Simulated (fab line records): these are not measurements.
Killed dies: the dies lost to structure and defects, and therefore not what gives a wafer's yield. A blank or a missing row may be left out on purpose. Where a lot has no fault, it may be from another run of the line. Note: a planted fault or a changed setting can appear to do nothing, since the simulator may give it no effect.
A lot that was struck, set against a sound lot | flow sfq line | 42 steps out of a route of 325
Sound: wafers L265.2, L265.3, L265.4. Struck: wafers L270.1, L270.4. (L270.5 of the same lot was not struck and is left out.) The cause comes at the end.
For every step that has rows: the tool of each side, followed by ch and its chambers, followed by its first start. Under that, the readings that differ: sound wafers | struck wafers | difference of the means | sigmas: that difference in standard deviations of wafers without a fault.
alike: a reading whose means differ by less than 2 such deviations, as well as words and numbers matching on both sides. not compared: withheld readings; readings where some wafer has no value; bounds like >300 that might hide an equal value; numbers whose values overlap and for which the record gives no deviation.
A row with sigmas, a row that says differs or no value, or rows on one side alone: a step with any of these is where the two part. Numbers that have no deviation but don't overlap get no sigmas and don't part them. A reading missing from all wafers of one side parts the sides only when that side holds two or more wafers.

first, 6 steps without rows for these wafers: SFQ_TRILAYER_C5_LITHO_COAT_156 (resist thk 62 nm); SFQ_TRILAYER_C5_LITHO_COAT_151 (resist thk 650 nm); SFQ_TRILAYER_C5_LITHO_SOFTBAKE_155; SFQ_TRILAYER_C5_LITHO_EXPOSE_152 (exposes mask C5, target cd 500 nm); SFQ_TRILAYER_C5_LITHO_PEB_154 (peb time 60 s); SFQ_TRILAYER_C5_LITHO_DEVELOP_153 (time 60 s).
SFQ_C5_OVL_MEAS_937:
  sound: overlay-02 at day 70 16:14; struck: overlay-02 at day 71 05:26
  reading     | sound    | struck | difference | sigmas
  C5_OVL (nm) | 16 19 11 | 0 -1   | -16        | -3
then, 5 steps without rows for these wafers: SFQ_TRILAYER_C5_BARC_OPEN_VIA_ETCH_210 (etches BARC in O2, target depth 125 nm, time 41.7 s); SFQ_TRILAYER_C5_ETCH_VIA_ETCH_154 (etches SiO2 in CHF3, stops on Nb, target depth 84 nm); SFQ_TRILAYER_C5_STRIP_STRIP_155 (strips in O2); SFQ_TRILAYER_C5_STRIP_SOLV_CLEAN_156 (cleans in NMP, time 600 s); SFQ_TRILAYER_M6_DEP_PRE_CLEAN_158 (time 22.5 s).
SFQ_TRILAYER_M6_DEP_SPUTTER_157: material Nb, target thk 200 nm, time 133.3 s.
  sound: pvd sputter-03 at day 70 17:10; struck: pvd sputter-06 at day 71 06:22
  reading                                             | sound             | struck      | difference | sigmas
  model.Nb_of_TRILAYER_M6_DEP_SPUTTER_157.thk nm (nm) | 203.1 198.2 200.6 | 187.4 185.5 | -14.2      |
  alike: throttle valve pct
SFQ_M6_RS_MEAS_938: a four-point-probe measurement.
  sound: film metro-02 at day 70 17:16; struck: film metro-03 at day 71 06:27
  reading           | sound             | struck      | difference | sigmas
  M6_NB_RS (ohm/sq) | 0.873 0.894 0.886 | 0.952 0.960 | +0.072     | +7
then, 6 steps without rows for these wafers: SFQ_TRILAYER_M6_LITHO_COAT_164 (resist thk 62 nm); SFQ_TRILAYER_M6_LITHO_COAT_159 (resist thk 600 nm); SFQ_TRILAYER_M6_LITHO_SOFTBAKE_163; SFQ_TRILAYER_M6_LITHO_EXPOSE_160 (exposes mask M6, target cd 500 nm); SFQ_TRILAYER_M6_LITHO_PEB_162 (peb time 60 s); SFQ_TRILAYER_M6_LITHO_DEVELOP_161 (time 60 s).
SFQ_M6_OVL_MEAS_940:
  sound: overlay-01 at day 70 23:10; struck: overlay-01 at day 71 13:45
  alike: M6_OVL
then, 1 step without rows for these wafers: SFQ_TRILAYER_M6_BARC_OPEN_METAL_ETCH_206 (etches BARC in O2, target depth 125 nm, time 41.7 s).
SFQ_TRILAYER_M6_ETCH_METAL_ETCH_162: etches Nb in Cl2/Ar, stops on SiO2, target depth 240 nm, time 120 s.
  sound on rie metal-04 ch 0,1, day 70 23:15; struck on rie metal-01 ch 0,1, day 71 13:50
  reading               | sound             | struck      | difference | sigmas
  oes product au (a.u.) | 0.903 0.893 0.894 | 0.867 0.855 | -0.036     | -5
  alike: drypump motor current A
  not compared: rf hours counter h
then, 2 steps without rows for these wafers: SFQ_TRILAYER_M6_STRIP_STRIP_163 (strips in O2); SFQ_TRILAYER_M6_STRIP_SOLV_CLEAN_164 (cleans in NMP, time 600 s).
SFQ_TRILAYER_I6_DEP_PECVD_165: deposits SiO2 from SiH4/N2O, time 111.11 s, target thk 500 nm.
  sound on pecvd-04 ch 0,1, day 71 00:10; struck on pecvd-04 ch 1,2, day 71 14:46
  alike: heater power w, throttle valve pct
SFQ_TRILAYER_I6_CMP_CMP_166: polishes SiO2.
  sound on cmp-01 ch 0,1,3, day 71 00:45; struck on cmp-01 ch 0,3, day 71 15:50
  alike: motor current A, time to endpoint s
SFQ_I6_BOW_MEAS_941:
  sound: film metro-01 at day 71 03:16; struck: film metro-02 at day 71 17:50
  alike: I6_BOW
SFQ_TRILAYER_I6_METRO_MEASURE_167:
  sound: film metro-01 at day 71 03:34; struck: film metro-02 at day 71 17:58
  alike: thk nm
then, 6 steps without rows for these wafers: SFQ_TRILAYER_I6_VIA_LITHO_COAT_174 (resist thk 62 nm); SFQ_TRILAYER_I6_VIA_LITHO_COAT_169 (resist thk 650 nm); SFQ_TRILAYER_I6_VIA_LITHO_SOFTBAKE_173; SFQ_TRILAYER_I6_VIA_LITHO_EXPOSE_170 (exposes mask I6, target cd 700 nm); SFQ_TRILAYER_I6_VIA_LITHO_PEB_172 (peb time 60 s); SFQ_TRILAYER_I6_VIA_LITHO_DEVELOP_171 (time 60 s).
-- the record jumps here: 4 days lie between the struck wafers' starts before and after --
SFQ_I6_OVL_MEAS_942:
  sound: overlay-02 at day 75 01:42; struck: overlay-01 at day 75 15:16
  alike: I6_OVL
then, 1 step without rows for these wafers: SFQ_TRILAYER_I6_VIA_BARC_OPEN_VIA_ETCH_235 (etches BARC in O2, target depth 125 nm, time 41.7 s).
SFQ_TRILAYER_I6_VIA_ETCH_VIA_ETCH_172: etches SiO2 in CHF3, stops on Nb, target depth 260 nm.
  sound on rie diel-04 ch 1,2,3, day 75 01:46; struck on rie diel-03 ch 0,3, day 75 15:20
  alike: drypump motor current A, oes product au
SFQ_TRILAYER_I6_VIA_STRIP_STRIP_173: strips in O2.
  sound on rie metal-04 ch 0,1, day 75 01:53; struck on rie metal-03 ch 0, day 75 15:27
  reading                     | sound       | struck  | difference | sigmas
  drypump motor current A (A) | 5.9 5.7 5.9 | 5.1 5.1 | -0.7       | -2
  alike: oes product au
  not compared: rf hours counter h
then, 2 steps without rows for these wafers: SFQ_TRILAYER_I6_VIA_STRIP_SOLV_CLEAN_174 (cleans in NMP, time 600 s); SFQ_TRILAYER_M7_DEP_PRE_CLEAN_176 (time 22.5 s).
-- the record jumps here: 2 days lie between the struck wafers' starts before and after --
SFQ_M8_BOW_MEAS_951:
  sound: film metro-03 at day 76 18:37; struck: film metro-03 at day 77 21:31
  reading                 | sound               | struck       | difference | sigmas
  model.etest.m6.ohm um   | 1.747 1.781 1.768   | 1.91 1.924   | +0.15      |
  model.etest.i5.link ohm | 2.263 2.298 2.273   | 2.361 2.356  | +0.081     |
  model.etest.i6.link ohm | 1.867 1.886 1.873   | 1.921 1.933  | +0.052     |
  model.etest.m6.ohm sq   | 0.8762 0.8978 0.887 | 0.9496 0.959 | +0.0673    |
  alike: M8_BOW

== WHERE THEY PART ==
First at SFQ_C5_OVL_MEAS_937; last, within this record, at SFQ_TRILAYER_I6_VIA_STRIP_STRIP_173. Later steps at which nothing parts them and some readings are alike: SFQ_M8_BOW_MEAS_951.

WHY: what the simulator had put in
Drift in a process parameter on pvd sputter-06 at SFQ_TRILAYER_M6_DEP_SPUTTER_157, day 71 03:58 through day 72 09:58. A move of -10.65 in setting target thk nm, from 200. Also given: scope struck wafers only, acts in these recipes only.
